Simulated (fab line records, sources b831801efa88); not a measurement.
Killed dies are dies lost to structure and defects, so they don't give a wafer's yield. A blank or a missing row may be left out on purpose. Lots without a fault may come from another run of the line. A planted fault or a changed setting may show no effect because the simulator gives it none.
fab line records | flow gf180mcu
record lots=24 wafers=72 last_day=34
route steps=602 shown HV_LDD@225 PSD@258 CONTACT@303 V4@493 MIM@512
lots that met no fault: from a run of the same line without faults
start_h: hours from the record's first day to the start of the lot's first wafer shown | wait_h: hours since the lot's step before | " the same as in the row above | L1.1+2: a row that stands for several wafers | - no value, or no start given | * or withheld: withheld | < > ~ a bound
route shown NAME@n: a module of which the file shows steps, and the number in the route of the first | usual: mean/standard deviation of fault-free wafers | same: alike in all rows | chamber/n: place in a boat | sites: the reading at each site | _std_site: their standard deviation | _edge_site: outer sites' mean less inner sites' | radius_mm: how far each site lies from the wafer's centre | mask NAME#n: copy n | behind: the tool/chamber that last shaped the wafer | hold: why the lot was held/for how many hours/how that ended | device: the transistor (n, p or np) that didn't switch | end of line: the same wafers' tests at the end of the route | a step without rows: its recipe alone | killed: dies lost to structure and defects at the first sort, not the wafer's yield | map: a wafer's dies, x killed, . not, _ none there
set.NAME: the setting as run; set.NAME@STEP: as run at that earlier step | model.NAME: the simulator's own value behind a step, which no gauge read
steps of the route over a sample of lots; a table a step, a row a wafer
services: from which hour (start_h, from the record's first day; less than 0 if before it) a tool's chamber was out of use, for how many hours, and why
## steps
# step GF_HV_LDD_STRIP_49
# recipe chemistry=O2/N2 power_w=1400 pressure_mtorr=1500 platen_temp_c=250 o2_flow_sccm=3000 n2_flow_sccm=300 overash_fraction=0.5
# usual drypump_motor_current_A=5.7/0.45 heater_power_w=329/36 oes_product_au=0.716/0.0046 strip_time_to_endpoint_s=12.63/0.033
# columns lot.wafer tool chamber start_h wait_h drypump_motor_current_A heater_power_w oes_product_au rf_hours_counter_h strip_time_to_endpoint_s
L074.1 plasma_asher-03 1 268.58 0.1 5.9 318 0.707 60 12.58
L074.4 " 0 " " 6.1 351 0.714 - 12.57
L074.6 " 0 " " 6.1 362 0.719 - 12.66
L075.3 plasma_asher-03 0 276.09 0.1 6.1 355 0.720 - 12.62
L075.4 " 1 " " 5.9 314 0.722 - 12.64
L075.5 " 1 " " 5.9 308 0.714 - 12.63
L076.3 plasma_asher-04 0 284.84 0.1 5.3 321 0.723 - 12.62
L076.4 " 1 " " 6.4 289 0.717 - 12.58
L076.5 " 1 " " 6.4 296 0.716 - 12.59
L077.1 plasma_asher-03 1 297.33 0.1 5.9 318 0.711 63 12.55
L077.3 " 1 " " 5.9 303 0.717 - 12.58
L077.6 " 0 " " 6.1 371 0.720 - 12.54
L078.2 plasma_asher-03 0 306.76 0.1 6.1 354 0.722 64 12.62
L078.3 " 0 " " 6.1 362 0.718 - 12.63
L078.6 " 0 " " 6.1 354 0.711 - 12.62
L079.2 plasma_asher-01 0 319.06 0.1 5.6 297 0.715 53 12.65
L079.3 " 0 " " 5.6 306 0.716 - 12.66
L079.6 " 1 " " 5.1 377 0.722 - 12.62
L080.1 plasma_asher-01 0 326.23 0.1 5.6 306 0.718 54 12.60
L080.2 " 1 " " 5.1 387 0.709 54 12.63
L080.5 " 1 " " 5.1 381 0.718 - 12.62
L081.3 plasma_asher-04 0 331.69 0.1 5.3 320 0.715 - 12.65
L081.4 " 1 " " 6.3 282 0.713 - 12.64
L081.5 " 1 " " 6.4 281 0.720 - 12.62
L082.2 plasma_asher-04 1 346.81 0.1 6.4 286 0.718 24 12.63
L082.3 " 0 " " 5.4 317 0.714 - 12.62
L082.4 " 1 " " 6.4 292 0.715 - 12.67
L083.2 plasma_asher-04 1 354.66 0.1 6.4 289 0.719 25 12.64
L083.4 " 0 " " 5.3 317 0.715 - 12.62
L083.5 " 0 " " 5.3 328 0.716 - 12.61
L084.2 plasma_asher-01 0 358.26 0.1 5.6 306 0.719 58 12.62
L084.3 " 1 " " 5.1 381 0.714 - 12.65
L084.5 " 0 " " 5.6 293 0.722 - 12.57
L085.1 plasma_asher-04 0 361.48 0.1 5.3 326 0.716 26 12.59
L085.2 " 1 " " 6.4 294 0.722 26 12.59
L085.6 " 1 " " 6.4 296 0.720 - 12.56
L086.3 plasma_asher-01 0 369.71 0.1 5.6 298 0.707 - 12.64
L086.5 " 1 " " 5.1 385 0.726 - 12.65
L086.6 " 0 " " 5.6 296 0.713 - 12.63
L087.2 plasma_asher-01 0 377.43 0.1 5.6 300 0.714 60 12.63
L087.3 " 1 " " 5.1 389 0.713 - 12.62
L087.4 " 0 " " 5.6 300 0.718 - 12.65
L088.1 plasma_asher-04 0 388.79 0.1 5.3 309 0.715 29 12.57
L088.2 " 1 " " 6.4 294 0.720 29 12.58
L088.5 " 1 " " 6.4 286 0.712 - 12.61
L089.1 plasma_asher-04 1 394.71 0.1 6.4 289 0.717 29 12.60
L089.4 " 1 " " 6.4 283 0.712 - 12.60
L089.6 " 1 " " 6.4 282 0.710 - 12.56
L090.2 plasma_asher-03 0 400.83 0.1 6.1 357 0.708 74 12.63
L090.3 " 1 " " 5.9 317 0.710 - 12.61
L090.6 " 0 " " 6.1 358 0.709 - 12.63
L091.2 plasma_asher-01 1 407.71 0.1 5.1 381 0.722 63 12.66
L091.3 " 0 " " 5.6 310 0.707 - 12.65
L091.6 " 0 " " 5.6 306 0.720 - 12.68
L092.1 plasma_asher-01 0 417.08 0.1 5.6 314 0.713 64 12.64
L092.3 " 0 " " 5.6 305 0.717 - 12.68
L092.4 " 1 " " 5.1 407 0.721 - 12.64
L093.1 plasma_asher-01 1 426.11 0.1 5.1 386 0.726 65 12.65
L093.3 " 1 " " 5.1 385 0.713 - 12.65
L093.5 " 1 " " 5.1 390 0.719 - 12.63
L094.2 plasma_asher-01 1 432.56 0.1 5.1 383 0.715 66 12.64
L094.5 " 1 " " 5.1 378 0.711 - 12.66
L094.6 " 0 " " 5.6 302 0.715 - 12.65
L095.2 plasma_asher-03 1 449.33 0.1 5.9 314 0.713 79 12.60
L095.4 " 0 " " 6.1 366 0.720 - 12.58
L095.6 " 1 " " 5.9 321 0.717 - 12.61
L096.2 plasma_asher-01 1 455.36 0.1 5.1 383 0.720 69 12.64
L096.4 " 0 " " 5.6 306 0.713 - 12.65
L096.6 " 1 " " 5.1 388 0.710 - 12.65
L097.3 plasma_asher-04 0 460.61 0.1 5.3 321 0.706 - 12.72
L097.5 " 0 " " 5.3 317 0.717 - 12.67
L097.6 " 1 " " 6.4 285 0.714 - 12.69
# step GF_PSD_STRIP_10
# recipe chemistry=O2/N2 power_w=1400 pressure_mtorr=1500 platen_temp_c=250 o2_flow_sccm=3000 n2_flow_sccm=300 overash_fraction=0.5
# usual drypump_motor_current_A=6.0/0.32 heater_power_w=343/40 oes_product_au=0.592/0.0047 strip_time_to_endpoint_s=16.53/0.031
# columns lot.wafer tool chamber start_h wait_h drypump_motor_current_A heater_power_w oes_product_au rf_hours_counter_h strip_time_to_endpoint_s
L074.1 plasma_asher-03 1 311.71 0.1 5.9 318 0.595 65 16.49
L074.4 " 0 " " 6.1 367 0.595 - 16.47
L074.6 " 0 " " 6.1 358 0.585 - 16.46
L075.3 plasma_asher-04 0 321.45 0.1 5.3 322 0.596 - 16.53
L075.4 " 1 " " 6.3 290 0.586 - 16.57
L075.5 " 1 " " 6.4 287 0.590 - 16.54
L076.3 plasma_asher-02 0 331.06 0.1 5.9 361 0.593 - 16.54
L076.4 " 1 " " 6.3 416 0.592 - 16.53
L076.5 " 1 " " 6.3 408 0.595 - 16.51
L077.1 plasma_asher-02 1 342.71 0.1 6.2 401 0.586 66 16.52
L077.3 " 0 " " 5.9 368 0.587 - 16.57
L077.6 " 0 " " 5.9 366 0.587 - 16.56
L078.2 plasma_asher-03 1 352.18 0.1 5.9 311 0.597 69 16.56
L078.3 " 1 " " 5.9 319 0.590 - 16.55
L078.6 " 0 " " 6.1 357 0.592 - 16.54
L079.2 plasma_asher-03 1 365.88 0.1 5.9 319 0.599 70 16.52
L079.3 " 0 " " 6.1 372 0.586 - 16.54
L079.6 " 1 " " 5.9 314 0.590 - 16.56
L080.1 plasma_asher-04 1 373.98 0.1 6.4 282 0.599 27 16.61
L080.2 " 0 " " 5.3 314 0.580 27 16.58
L080.5 " 0 " " 5.3 320 0.599 - 16.55
L081.3 plasma_asher-03 0 381.01 0.1 6.1 361 0.602 - 16.54
L081.4 " 1 " " 5.9 320 0.591 - 16.50
L081.5 " 1 " " 5.9 310 0.588 - 16.52
L082.2 plasma_asher-02 1 397.06 0.1 6.3 417 0.590 71 16.52
L082.3 " 1 " " 6.3 407 0.597 - 16.49
L082.4 " 0 " " 5.9 355 0.600 - 16.50
L083.2 plasma_asher-04 0 405.37 0.1 5.3 309 0.589 30 16.53
L083.4 " 0 " " 5.3 311 0.591 - 16.54
L083.5 " 0 " " 5.3 316 0.599 - 16.54
L084.2 plasma_asher-02 0 406.27 0.1 5.9 369 0.600 72 16.56
L084.3 " 0 " " 5.9 357 0.580 - 16.53
L084.5 " 1 " " 6.3 421 0.595 - 16.50
L085.1 plasma_asher-04 1 410.72 0.1 6.4 284 0.592 31 16.53
L085.2 " 0 " " 5.3 319 0.598 31 16.56
L085.6 " 0 " " 5.3 312 0.596 - 16.52
L086.3 plasma_asher-03 0 419.40 0.1 6.1 360 0.592 - 16.49
L086.5 " 0 " " 6.1 360 0.600 - 16.53
L086.6 " 1 " " 5.9 326 0.600 - 16.48
L087.2 plasma_asher-03 0 427.92 0.1 6.1 360 0.590 76 16.49
L087.3 " 1 " " 5.9 316 0.588 - 16.53
L087.4 " 0 " " 6.1 365 0.597 - 16.56
L088.1 plasma_asher-03 0 440.72 0.1 6.1 367 0.595 78 16.55
L088.2 " 1 " " 5.9 316 0.592 78 16.53
L088.5 " 1 " " 5.9 318 0.600 - 16.51
L089.1 plasma_asher-03 0 446.36 0.1 6.1 361 0.592 78 16.58
L089.4 " 0 " " 6.1 363 0.592 - 16.56
L089.6 " 1 " " 5.9 314 0.593 - 16.55
L090.2 plasma_asher-03 1 452.61 0.1 5.9 313 0.585 79 16.54
L090.3 " 0 " " 6.1 370 0.597 - 16.54
L090.6 " 1 " " 5.9 312 0.591 - 16.56
L091.2 plasma_asher-04 1 459.86 0.1 6.4 285 0.585 36 16.58
L091.3 " 1 " " 6.4 287 0.593 - 16.53
L091.6 " 0 " " 5.3 312 0.587 - 16.58
L092.1 plasma_asher-04 1 470.52 0.1 6.4 284 0.595 37 16.50
L092.3 " 0 " " 5.3 318 0.595 - 16.55
L092.4 " 1 " " 6.4 291 0.597 - 16.55
L093.1 plasma_asher-03 0 478.71 0.1 6.1 361 0.595 82 16.46
L093.3 " 1 " " 5.9 313 0.595 - 16.51
L093.5 " 1 " " 5.9 325 0.587 - 16.46
L094.2 plasma_asher-04 1 484.57 0.1 6.4 288 0.586 39 16.51
L094.5 " 1 " " 6.4 289 0.597 - 16.51
L094.6 " 0 " " 5.3 311 0.593 - 16.50
L095.2 plasma_asher-02 0 500.67 0.1 5.9 376 0.593 7 16.54
L095.4 " 1 " " 6.3 416 0.595 - 16.55
L095.6 " 0 " " 5.9 372 0.598 - 16.56
L096.2 plasma_asher-02 0 506.77 0.1 5.9 371 0.589 8 16.54
L096.4 " 1 " " 6.3 410 0.588 - 16.54
L096.6 " 0 " " 5.9 384 0.596 - 16.58
L097.3 plasma_asher-02 0 511.91 0.1 5.9 376 0.591 - 16.57
L097.5 " 1 " " 6.3 402 0.587 - 16.52
L097.6 " 0 " " 5.9 382 0.588 - 16.52
# step GF_CONTACT_ETCH_16
# recipe chemistry=N2/H2 target_depth_a=withheld overetch_a=withheld time_s=withheld target=BARC ion_energy_ev=200 source_w=500 bias_w=100 pressure_mtorr=30 n2_flow_sccm=100 h2_flow_sccm=200
# usual drypump_motor_current_A=5.9/0.48 oes_product_au=0.854/0.0051 throttle_valve_pct=13.226/0.0088
# columns lot.wafer tool chamber start_h wait_h drypump_motor_current_A oes_product_au throttle_valve_pct
L074.1 rie_diel-04 0 356.86 0.0 6.2 0.849 13.222
L074.4 " 2 " " 5.7 0.853 13.220
L074.6 " 3 " " 5.2 0.855 13.216
L075.3 rie_diel-01 2 366.61 0.0 6.2 0.857 13.229
L075.4 " 2 " " 6.2 0.849 13.224
L075.5 " 1 " " 4.9 0.856 13.231
L076.3 rie_diel-03 2 376.36 0.0 6.2 0.862 13.225
L076.4 " 2 " " 6.1 0.848 13.220
L076.5 " 1 " " 6.7 0.855 13.233
L077.1 rie_diel-04 0 389.48 0.0 6.2 0.853 13.229
L077.3 " 1 " " 5.9 0.851 13.228
L077.6 " 0 " " 6.3 0.860 13.213
L078.2 rie_diel-03 3 399.24 0.0 6.1 0.853 13.216
L078.3 " 1 " " 6.7 0.859 13.208
L078.6 " 0 " " 5.4 0.864 13.241
L079.2 rie_diel-04 3 414.06 0.0 5.2 0.860 13.232
L079.3 " 0 " " 6.3 0.854 13.235
L079.6 " 3 " " 5.2 0.851 13.220
L080.1 rie_diel-04 0 423.56 0.0 6.2 0.860 13.246
L080.2 " 3 " " 5.2 0.858 13.237
L080.5 " 3 " " 5.2 0.861 13.227
L081.3 rie_diel-03 1 431.11 0.0 6.7 0.851 13.223
L081.4 " 2 " " 6.2 0.857 13.226
L081.5 " 0 " " 5.4 0.850 13.223
L082.2 rie_diel-04 3 447.51 0.0 5.2 0.854 13.228
L082.3 " 1 " " 5.9 0.853 13.239
L082.4 " 2 " " 5.7 0.859 13.232
L083.2 rie_diel-03 1 456.21 0.0 6.7 0.852 13.233
L083.4 " 2 " " 6.2 0.856 13.216
L083.5 " 1 " " 6.7 0.854 13.227
L084.2 rie_diel-04 0 456.56 0.0 6.3 0.858 13.224
L084.3 " 1 " " 5.9 0.845 13.224
L084.5 " 3 " " 5.2 0.845 13.228
L085.1 rie_diel-04 3 462.02 0.0 5.2 0.854 13.228
L085.2 " 0 " " 6.2 0.850 13.221
L085.6 " 1 " " 5.9 0.857 13.237
L086.3 rie_diel-01 3 469.72 0.0 6.0 0.853 13.242
L086.5 " 3 " " 6.0 0.851 13.224
L086.6 " 2 " " 6.2 0.865 13.223
L087.2 rie_diel-03 0 478.91 0.0 5.4 0.850 13.236
L087.3 " 2 " " 6.2 0.854 13.217
L087.4 " 1 " " 6.7 0.852 13.217
L088.1 rie_diel-04 2 491.82 0.0 5.7 0.858 13.241
L088.2 " 3 " " 5.3 0.847 13.205
L088.5 " 3 " " 5.3 0.854 13.232
L089.1 rie_diel-03 0 497.26 0.0 5.4 0.853 13.232
L089.4 " 3 " " 6.1 0.851 13.205
L089.6 " 1 " " 6.7 0.860 13.240
L090.2 rie_diel-04 3 503.04 0.0 5.3 0.856 13.226
L090.3 " 1 " " 6.0 0.857 13.234
L090.6 " 0 " " 6.2 0.853 13.229
L091.2 rie_diel-01 2 510.30 0.0 6.2 0.859 13.212
L091.3 " 0 " " 6.3 0.859 13.225
L091.6 " 0 " " 6.3 0.849 13.238
L092.1 rie_diel-04 1 519.49 0.0 5.9 0.853 13.219
L092.3 " 0 " " 6.2 0.852 13.232
L092.4 " 2 " " 5.7 0.845 13.227
L093.1 rie_diel-03 1 528.86 0.0 6.7 0.862 13.202
L093.3 " 3 " " 6.1 0.868 13.222
L093.5 " 0 " " 5.4 0.855 13.229
L094.2 rie_diel-04 2 533.38 0.0 5.7 0.853 13.221
L094.5 " 2 " " 5.7 0.853 13.216
L094.6 " 1 " " 5.9 0.853 13.218
L095.2 rie_diel-04 3 549.84 0.0 5.2 0.849 13.226
L095.4 " 2 " " 5.7 0.850 13.225
L095.6 " 0 " " 6.3 0.853 13.219
L096.2 rie_diel-01 0 554.51 0.0 6.4 0.856 13.232
L096.4 " 2 " " 6.2 0.858 13.223
L096.6 " 2 " " 6.2 0.861 13.230
L097.3 rie_diel-01 3 560.05 0.0 6.0 0.860 13.232
L097.5 " 1 " " 4.9 0.847 13.233
L097.6 " 2 " " 6.2 0.861 13.236
# step GF_V4_ETCH_17
# recipe chemistry=C4F8/O2/Ar mask_material=KrF target=SiO2 stop_on=TiN source_w=1500 bias_w=1200 pressure_mtorr=40 c4f8_flow_sccm=withheld O2_flow_sccm=6 Ar_flow_sccm=300 time_s=withheld target_depth_a=6300
# usual oes_product_au=0.857/0.0038
# columns lot.wafer tool chamber start_h wait_h oes_product_au
L074.1 rie_diel-03 3 - - 0.860
L074.4 " 1 " " 0.856
L074.6 " 0 " " 0.856
L075.3 rie_diel-04 0 - - 0.855
L075.4 " 2 " " 0.858
L075.5 " 1 " " 0.858
L076.3 rie_diel-01 2 - - 0.851
L076.4 " 1 " " 0.854
L076.5 " 3 " " 0.859
L077.1 rie_diel-01 3 - - 0.854
L077.3 " 1 " " 0.859
L077.6 " 2 " " 0.859
L078.2 rie_diel-03 1 - - 0.861
L078.3 " 2 " " 0.851
L078.6 " 0 " " 0.861
L079.2 rie_diel-03 1 - - 0.863
L079.3 " 3 " " 0.858
L079.6 " 2 " " 0.856
L080.1 rie_diel-04 0 - - 0.854
L080.2 " 3 " " 0.858
L080.5 " 1 " " 0.860
L081.3 rie_diel-01 1 - - 0.860
L081.4 " 0 " " 0.848
L081.5 " 0 " " 0.857
L082.2 rie_diel-01 1 - - 0.861
L082.3 " 2 " " 0.855
L082.4 " 0 " " 0.862
L083.2 rie_diel-04 0 - - 0.855
L083.4 " 3 " " 0.857
L083.5 " 2 " " 0.851
L084.2 rie_diel-03 0 - - 0.859
L084.3 " 3 " " 0.860
L084.5 " 0 " " 0.855
L085.1 rie_diel-03 2 - - 0.862
L085.2 " 3 " " 0.859
L085.6 " 0 " " 0.856
L086.3 rie_diel-01 0 - - 0.858
L086.5 " 3 " " 0.853
L086.6 " 0 " " 0.852
L087.2 rie_diel-01 3 - - 0.856
L087.3 " 1 " " 0.866
L087.4 " 0 " " 0.856
L088.1 rie_diel-03 3 - - 0.861
L088.2 " 0 " " 0.860
L088.5 " 3 " " 0.861
L089.1 rie_diel-03 0 - - 0.859
L089.4 " 2 " " 0.864
L089.6 " 0 " " 0.856
L090.2 rie_diel-04 2 - - 0.854
L090.3 " 3 " " 0.852
L090.6 " 3 " " 0.861
L091.2 rie_diel-03 1 - - 0.856
L091.3 " 2 " " 0.854
L091.6 " 2 " " 0.859
L092.1 rie_diel-04 3 - - 0.852
L092.3 " 2 " " 0.855
L092.4 " 0 " " 0.853
L093.1 rie_diel-04 2 - - 0.849
L093.3 " 0 " " 0.856
L093.5 " 1 " " 0.856
L094.2 rie_diel-03 0 - - 0.857
L094.5 " 1 " " 0.855
L094.6 " 0 " " 0.859
L096.2 rie_diel-01 0 - - 0.860
L096.4 " 1 " " 0.854
L096.6 " 3 " " 0.859
L095.2 rie_diel-04 3 - - 0.856
L095.4 " 0 " " 0.848
L095.6 " 0 " " 0.851
L097.3 rie_diel-03 1 - - 0.851
L097.5 " 1 " " 0.856
L097.6 " 3 " " 0.855
# step GF_V4_RS_MEAS_24
# recipe thk_meas_gauge=four-point-probe reads=W_of_V4_CVD_23+TiN_of_V4_SPUTTER_22+Ti_of_V4_SPUTTER_21
# usual V4_W_RS=0.328/0.003
# columns lot.wafer tool chamber start_h wait_h V4_W_RS[ohm/sq]
L074.1 film_metro-01 - 557.82 0.1 0.332
L074.4 " - " " 0.331
L074.6 " - " " 0.329
L075.3 film_metro-02 - 567.69 0.1 0.325
L075.4 " - " " 0.327
L075.5 " - " " 0.324
L076.3 film_metro-01 - 576.85 0.1 0.329
L076.4 " - " " 0.326
L076.5 " - " " 0.329
L077.1 film_metro-03 - 588.60 0.1 0.328
L077.3 " - " " 0.327
L077.6 " - " " 0.331
L078.2 film_metro-01 - 599.47 0.1 0.327
L078.3 " - " " 0.333
L078.6 " - " " 0.328
L079.2 film_metro-01 - 609.85 0.1 0.328
L079.3 " - " " 0.330
L079.6 " - " " 0.329
L080.1 film_metro-01 - 620.13 0.1 0.324
L080.2 " - " " 0.322
L080.5 " - " " 0.320
L081.3 film_metro-02 - 625.96 0.1 0.326
L081.4 " - " " 0.325
L081.5 " - " " 0.325
L082.2 film_metro-03 - 640.84 0.1 0.326
L082.3 " - " " 0.327
L082.4 " - " " 0.327
L083.2 film_metro-01 - 646.90 0.1 0.327
L083.4 " - " " 0.324
L083.5 " - " " 0.326
L084.2 film_metro-01 - 647.67 0.1 0.325
L084.3 " - " " 0.331
L084.5 " - " " 0.324
L085.1 film_metro-03 - 651.25 0.1 0.328
L085.2 " - " " 0.325
L085.6 " - " " 0.330
L086.3 film_metro-02 - 657.57 0.1 0.323
L086.5 " - " " 0.320
L086.6 " - " " 0.323
L087.2 film_metro-03 - 666.49 0.1 0.325
L087.3 " - " " 0.323
L087.4 " - " " 0.323
L088.1 film_metro-03 - 675.02 0.1 0.330
L088.2 " - " " 0.326
L088.5 " - " " 0.327
L089.1 film_metro-03 - 681.90 0.1 0.328
L089.4 " - " " 0.328
L089.6 " - " " 0.327
L090.2 film_metro-02 - 686.27 0.1 0.326
L090.3 " - " " 0.324
L090.6 " - " " 0.326
L091.2 film_metro-02 - 690.42 0.1 0.330
L091.3 " - " " 0.331
L091.6 " - " " 0.329
L092.1 film_metro-03 - 697.00 0.1 0.331
L092.3 " - " " 0.330
L092.4 " - " " 0.337
L093.1 film_metro-01 - 706.43 0.1 0.326
L093.3 " - " " 0.330
L093.5 " - " " 0.331
L094.2 film_metro-01 - 711.65 0.1 0.326
L094.5 " - " " 0.328
L094.6 " - " " 0.328
L096.2 film_metro-03 - 727.98 0.1 0.330
L096.4 " - " " 0.330
L096.6 " - " " 0.332
L095.2 film_metro-01 - 728.56 0.1 0.329
L095.4 " - " " 0.330
L095.6 " - " " 0.330
L097.3 film_metro-01 - 730.91 0.1 0.331
L097.5 " - " " 0.331
L097.6 " - " " 0.330
# step GF_MIM_SPUTTER_09
# recipe material=TiN target_thk_nm=35 power_w=6500 time_s=29.2 chamber_pressure_pa=0.4
# usual throttle_valve_pct=30.1/0.98
# columns lot.wafer tool chamber start_h wait_h throttle_valve_pct
L074.1 pvd_sputter-01 - 558.68 0.0 31.9
L074.4 " - " " 29.2
L074.6 " - " " 29.4
L075.3 pvd_sputter-03 - 568.51 0.0 30.6
L075.4 " - " " 29.8
L075.5 " - " " 30.3
L076.3 pvd_sputter-03 - 577.67 0.0 29.2
L076.4 " - " " 28.9
L076.5 " - " " 30.2
L077.1 pvd_sputter-02 - 589.46 0.0 30.4
L077.3 " - " " 28.3
L077.6 " - " " 28.3
L078.2 pvd_sputter-03 - 600.36 0.0 30.1
L078.3 " - " " 29.8
L078.6 " - " " 29.1
L079.2 pvd_sputter-01 - 610.69 0.0 29.2
L079.3 " - " " 29.2
L079.6 " - " " 29.2
L080.1 pvd_sputter-02 - 621.00 0.0 28.0
L080.2 " - " " 31.5
L080.5 " - " " 31.1
L081.3 pvd_sputter-03 - 626.81 0.0 30.3
L081.4 " - " " 29.9
L081.5 " - " " 29.9
L082.2 pvd_sputter-01 - 641.71 0.0 31.9
L082.3 " - " " 30.1
L082.4 " - " " 29.3
L083.2 pvd_sputter-01 - 648.02 0.0 29.2
L083.4 " - " " 32.2
L083.5 " - " " 31.8
L084.2 pvd_sputter-02 - 648.51 0.0 31.2
L084.3 " - " " 30.2
L084.5 " - " " 31.6
L085.1 pvd_sputter-02 - 652.11 0.0 28.3
L085.2 " - " " 30.5
L085.6 " - " " 30.5
L086.3 pvd_sputter-01 - 658.39 0.0 29.1
L086.5 " - " " 29.3
L086.6 " - " " 30.3
L087.2 pvd_sputter-01 - 667.33 0.0 29.1
L087.3 " - " " 32.1
L087.4 " - " " 29.3
L088.1 pvd_sputter-02 - 675.88 0.0 30.5
L088.2 " - " " 28.5
L088.5 " - " " 30.7
L089.1 pvd_sputter-03 - 682.78 0.0 30.0
L089.4 " - " " 29.1
L089.6 " - " " 30.3
L090.2 pvd_sputter-03 - 687.14 0.0 29.1
L090.3 " - " " 30.1
L090.6 " - " " 30.1
L091.2 pvd_sputter-01 - 691.26 0.0 29.4
L091.3 " - " " 28.9
L091.6 " - " " 30.1
L092.1 pvd_sputter-02 - 697.86 0.0 30.4
L092.3 " - " " 31.5
L092.4 " - " " 30.4
L093.1 pvd_sputter-01 - 707.29 0.0 29.5
L093.3 " - " " 30.4
L093.5 " - " " 29.4
L094.2 pvd_sputter-02 - 712.49 0.0 30.7
L094.5 " - " " 30.3
L094.6 " - " " 28.1
L096.2 pvd_sputter-03 - 728.82 0.0 30.6
L096.4 " - " " 29.8
L096.6 " - " " 29.2
L095.2 pvd_sputter-01 - 729.40 0.0 29.8
L095.4 " - " " 30.1
L095.6 " - " " 29.7
L097.3 pvd_sputter-02 - 731.73 0.0 30.6
L097.5 " - " " 30.3
L097.6 " - " " 28.1
## services
# columns tool chamber start_h hours kind
rie_diel-03 - 245.59 14.6 pm
plasma_asher-03 - 252.26 2.8 pm
rie_diel-03 3 279.54 9.4 repair
rie_diel-03 0 282.44 4.4 repair
rie_diel-04 1 287.53 6.5 repair
rie_diel-04 1 326.14 4.0 repair
rie_diel-04 0 341.37 4.1 repair
plasma_asher-04 - 341.75 2.7 repair
plasma_asher-03 - 348.40 1.1 repair
rie_diel-01 0 358.17 2.1 repair
rie_diel-03 0 375.78 9.7 repair
rie_diel-04 0 407.06 3.3 repair
plasma_asher-04 - 426.68 7.7 pm
plasma_asher-04 - 500.19 4.2 repair
rie_diel-04 - 506.07 0.6 repair
rie_diel-03 2 521.82 12.1 repair
rie_diel-03 2 542.11 2.7 repair
rie_diel-04 - 587.58 2.8 pm
rie_diel-03 1 640.13 8.3 repair
plasma_asher-04 - 648.93 0.9 repair
plasma_asher-04 - 652.59 14.6 pm
plasma_asher-03 - 658.87 23.1 pm
plasma_asher-03 - 691.44 0.6 repair
rie_diel-04 - 696.84 0.5 repair
## key
fault none
